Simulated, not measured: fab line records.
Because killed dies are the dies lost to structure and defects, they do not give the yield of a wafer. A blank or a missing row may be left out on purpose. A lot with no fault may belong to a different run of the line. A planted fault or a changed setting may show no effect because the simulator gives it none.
Matching of chambers | flow sky130 | 4 sister chambers for SKY_LI_CONTACT_ETCH_15 on rie diel-02
The step etches PSG in C4F8/O2/Ar, stops on Si, target depth 600 nm. 8 wafers are shown with their chamber, then 9 later ones without.

== EACH WAFER AND ITS CHAMBER ==
wafer  | chamber | rf fwd power W (W) | oes product au (a.u.)
L708.5 | 2       | 1495               | 0.844
L709.4 | 2       | 1489               | 0.833
L709.6 | 3       | 1495               | 0.831
L714.5 | 1       | 1501               | 0.833
L714.6 | 0       | 1489               | 0.838
L719.2 | 1       | 1494               | 0.834
L719.3 | 0       | 1491               | 0.837
L719.6 | 3       | 1490               | 0.842

== WAFERS WITH NO CHAMBER GIVEN ==
wafer  | rf fwd power W (W) | oes product au (a.u.)
L717.1 | 1494               | 0.832
L717.3 | 1487               | 0.834
L717.6 | 1496               | 0.829
L720.1 | 1493               | 0.837
L720.5 | 1483               | 0.823
L720.6 | 1482               | 0.832
L723.1 | 1490               | 0.838
L723.5 | 1491               | 0.835
L723.6 | 1491               | 0.842

== WHICH CHAMBER EACH WENT THROUGH ==
wafer  | from the rows above               | in truth
L717.1 | can't be placed: 3 or 1 or 2 or 0 | 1
L717.3 | can't be placed: 0 or 3 or 2 or 1 | 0
L717.6 | can't be placed: 1 or 3 or 2 or 0 | 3
L720.1 | can't be placed: 3 or 2 or 0 or 1 | 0
L720.5 | can't be placed: 0 or 3 or 2 or 1 | 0
L720.6 | can't be placed: 0 or 3 or 2 or 1 | 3
L723.1 | can't be placed: 0 or 2 or 3      | 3
L723.5 | can't be placed: 3 or 0 or 2 or 1 | 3
L723.6 | can't be placed: 2 or 0 or 3 or 1 | 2
0 of 9 placed correctly. Cannot be placed on the basis of these rows: 9; the candidates contain the true chamber in 9. Wrongly placed: 0.
How it was worked out, from the rows above alone: a wafer's distance from a chamber is the root of the sum, over the readings, of the square of ((its reading less the chamber's mean) divided by the reading's scatter). If the next closest chamber is less than 2 further off than the closest, the wafer can't be placed; otherwise it belongs to the closest. The mean given for a chamber averages the wafers shown for that chamber. The scatter is the square root of a quotient: the sum, over the shown wafers, of each reading's squared deviation from its chamber's mean, divided by wafers minus chambers.
